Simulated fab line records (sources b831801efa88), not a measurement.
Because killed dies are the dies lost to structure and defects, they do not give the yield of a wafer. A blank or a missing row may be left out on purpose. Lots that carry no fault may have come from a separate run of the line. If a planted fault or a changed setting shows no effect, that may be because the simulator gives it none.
Which tool is to blame? / flow sky130 / 11 lots with 33 wafers sampled at 4 steps, on a route of 708 steps

== WHAT THE GAUGES READ, wafer by wafer ==
SKY_METAL5_RS_MEAS_05: a four-point-probe measurement.
lot=L168; measured=day 43 10:16; on=film metro-02; METAL5_ALCU_RS (ohm/sq)=0.02701 0.02694 0.02713
lot=L169; measured=day 43 21:26; on=film metro-02; METAL5_ALCU_RS (ohm/sq)=0.02722 0.0269 0.02685
lot=L170; measured=day 44 02:50; on=film metro-03; METAL5_ALCU_RS (ohm/sq)=0.02687 0.02645 0.02664
lot=L172; measured=day 44 12:20; on=film metro-02; METAL5_ALCU_RS (ohm/sq)=0.02689 0.02689 0.02704
lot=L174; measured=day 44 21:39; on=film metro-03; METAL5_ALCU_RS (ohm/sq)=0.02681 0.0268 0.02689
lot=L175; measured=day 45 05:31; on=film metro-04; METAL5_ALCU_RS (ohm/sq)=0.02725 0.02726 0.0272
lot=L177; measured=day 45 16:29; on=film metro-02; METAL5_ALCU_RS (ohm/sq)=0.02643 0.0269 0.02672
lot=L179; measured=day 46 03:53; on=film metro-02; METAL5_ALCU_RS (ohm/sq)=0.02696 0.02696 0.0272
lot=L185; measured=day 47 21:23; on=film metro-04; METAL5_ALCU_RS (ohm/sq)=0.02698 0.0271 0.02721
lot=L187; measured=day 48 01:10; on=film metro-04; METAL5_ALCU_RS (ohm/sq)=0.02723 0.02685 0.02701
lot=L190; measured=day 49 02:55; on=film metro-04; METAL5_ALCU_RS (ohm/sq)=0.02631 0.02667 0.02663

SKY_PASSIVATION_THK_MEAS_03.
lot=L168; measured=day 44 10:03; on=film metro-02; PASSIVATION_CVD_02_THK (nm)=542 542 539
lot=L169; measured=day 44 20:32; on=film metro-03; PASSIVATION_CVD_02_THK (nm)=539 539 547
lot=L170; measured=day 45 02:09; on=film metro-03; PASSIVATION_CVD_02_THK (nm)=542 542 550
lot=L172; measured=day 45 10:55; on=film metro-01; PASSIVATION_CVD_02_THK (nm)=535 537 542
lot=L174; measured=day 45 20:34; on=film metro-02; PASSIVATION_CVD_02_THK (nm)=550 557 551
lot=L175; measured=day 46 03:58; on=film metro-03; PASSIVATION_CVD_02_THK (nm)=537 543 540
lot=L177; measured=day 46 14:17; on=film metro-03; PASSIVATION_CVD_02_THK (nm)=590 602 599
lot=L179; measured=day 47 01:55; on=film metro-03; PASSIVATION_CVD_02_THK (nm)=597 585 603
lot=L185; measured=day 48 17:29; on=film metro-01; PASSIVATION_CVD_02_THK (nm)=535 548 555
lot=L187; measured=day 48 20:38; on=film metro-01; PASSIVATION_CVD_02_THK (nm)=537 540 543
lot=L190; measured=day 49 21:22; on=film metro-02; PASSIVATION_CVD_02_THK (nm)=534 545 544

== TOOL THAT RAN EACH LOT (tool first, then ch and the chambers of the sampled wafers, then the start) ==
lot=L168; SKY_METAL4_DESCUM_15=rie metal-01 ch 0,1, day 42 08:00; SKY_PASSIVATION_CVD_02=pecvd-02 ch 0,1,2, day 44 09:55
lot=L169; SKY_METAL4_DESCUM_15=rie metal-03 ch 0,1, day 42 20:20; SKY_PASSIVATION_CVD_02=pecvd-03 ch 1,2, day 44 20:11
lot=L170; SKY_METAL4_DESCUM_15=rie metal-04 ch 0,1, day 43 00:35; SKY_PASSIVATION_CVD_02=pecvd-03 ch 0,2, day 45 01:49
lot=L172; SKY_METAL4_DESCUM_15=rie metal-03 ch 0,1, day 43 09:44; SKY_PASSIVATION_CVD_02=pecvd-03 ch 0,2, day 45 10:41
lot=L174; SKY_METAL4_DESCUM_15=rie metal-01 ch 0,1, day 43 20:47; SKY_PASSIVATION_CVD_02=pecvd-02 ch 0,1,2, day 45 20:26
lot=L175; SKY_METAL4_DESCUM_15=rie metal-01 ch 0,1, day 44 05:11; SKY_PASSIVATION_CVD_02=pecvd-02 ch 0,2, day 46 03:43
lot=L177; SKY_METAL4_DESCUM_15=rie metal-04 ch 0,1, day 44 16:03; SKY_PASSIVATION_CVD_02=pecvd-02 ch 0,1, day 46 13:52
lot=L179; SKY_METAL4_DESCUM_15=rie metal-03 ch 0,1, day 45 04:14; SKY_PASSIVATION_CVD_02=pecvd-02 ch 0,1,2, day 47 01:41
lot=L185; SKY_METAL4_DESCUM_15=rie metal-03 ch 0,1, day 46 22:05; SKY_PASSIVATION_CVD_02=pecvd-03 ch 0,1,2, day 48 17:16
lot=L187; SKY_METAL4_DESCUM_15=rie metal-01 ch 0,1, day 47 01:59; SKY_PASSIVATION_CVD_02=pecvd-01 ch 0,1, day 48 20:25
lot=L190; SKY_METAL4_DESCUM_15=rie metal-01 ch 0, day 48 05:55; SKY_PASSIVATION_CVD_02=pecvd-03 ch 0,1,2, day 49 21:07
- SKY_METAL4_DESCUM_15: chemistry O2, time 8 s.
- SKY_PASSIVATION_CVD_02: deposits Si3N4, target thk 540 nm.

== WHAT THE TOOLS THEMSELVES READ (means of the sampled wafers that have a number; where no wafer has one, the mark that the record gives instead) ==
SKY_METAL4_DESCUM_15.
lot=L168; tool=rie metal-01; drypump motor current A (A)=5.4; oes product au (a.u.)=1.000
lot=L169; tool=rie metal-03; drypump motor current A (A)=5.6; oes product au (a.u.)=0.992
lot=L170; tool=rie metal-04; drypump motor current A (A)=6.0; oes product au (a.u.)=1.008
lot=L172; tool=rie metal-03; drypump motor current A (A)=5.5; oes product au (a.u.)=0.986
lot=L174; tool=rie metal-01; drypump motor current A (A)=5.4; oes product au (a.u.)=1.002
lot=L175; tool=rie metal-01; drypump motor current A (A)=5.4; oes product au (a.u.)=1.003
lot=L177; tool=rie metal-04; drypump motor current A (A)=5.7; oes product au (a.u.)=0.997
lot=L179; tool=rie metal-03; drypump motor current A (A)=5.6; oes product au (a.u.)=0.996
lot=L185; tool=rie metal-03; drypump motor current A (A)=5.6; oes product au (a.u.)=0.994
lot=L187; tool=rie metal-01; drypump motor current A (A)=5.4; oes product au (a.u.)=0.993
lot=L190; tool=rie metal-01; drypump motor current A (A)=5.3; oes product au (a.u.)=1.003

SKY_PASSIVATION_CVD_02.
lot=L168; tool=pecvd-02; heater power w (W)=650
lot=L169; tool=pecvd-03; heater power w (W)=669
lot=L170; tool=pecvd-03; heater power w (W)=854
lot=L172; tool=pecvd-03; heater power w (W)=834
lot=L174; tool=pecvd-02; heater power w (W)=680
lot=L175; tool=pecvd-02; heater power w (W)=641
lot=L177; tool=pecvd-02; heater power w (W)=675
lot=L179; tool=pecvd-02; heater power w (W)=625
lot=L185; tool=pecvd-03; heater power w (W)=732
lot=L187; tool=pecvd-01; heater power w (W)=629
lot=L190; tool=pecvd-03; heater power w (W)=745

== THE ANSWER, worked out from the rows above alone ==
Rule: what is usual is taken from the lots themselves. Put in order of their means at a reading, lots are off if they are a third of the lots or fewer, leave a main group of 4 or more, and stand apart from it by a gap of 3 or more times the standard deviation of the main group's means; of several such gaps the widest counts. A main group whose means are all the same, to the digits that the tables above print for the reading, isn't used. A lot without any number at a reading at which 4 lots or more have one is off too. All remaining lots with rows at the step are treated as sound. The gauges are gone through in route order, then the tools' own readings, and for those a lot's mean is taken as printed above. The first step at which some lot is off is used, and at that step the reading that is off furthest; a lot without a number counts as furthest.
Off: at SKY_PASSIVATION_THK_MEAS_03 (PASSIVATION_CVD_02_THK), L177, L179. Main group: mean 543 nm, sd 4.2.
A tool fits if, at a process step before that reading, it ran every lot that is off, and no sound lot after the first of them. The gauges at SKY_PASSIVATION_THK_MEAS_03 are tried like those tools. Can't be told from this: 2 tools fit, pecvd-02 at SKY_PASSIVATION_CVD_02, film metro-03 at SKY_PASSIVATION_THK_MEAS_03.

== WHAT WAS PUT IN BY THE SIMULATOR ==
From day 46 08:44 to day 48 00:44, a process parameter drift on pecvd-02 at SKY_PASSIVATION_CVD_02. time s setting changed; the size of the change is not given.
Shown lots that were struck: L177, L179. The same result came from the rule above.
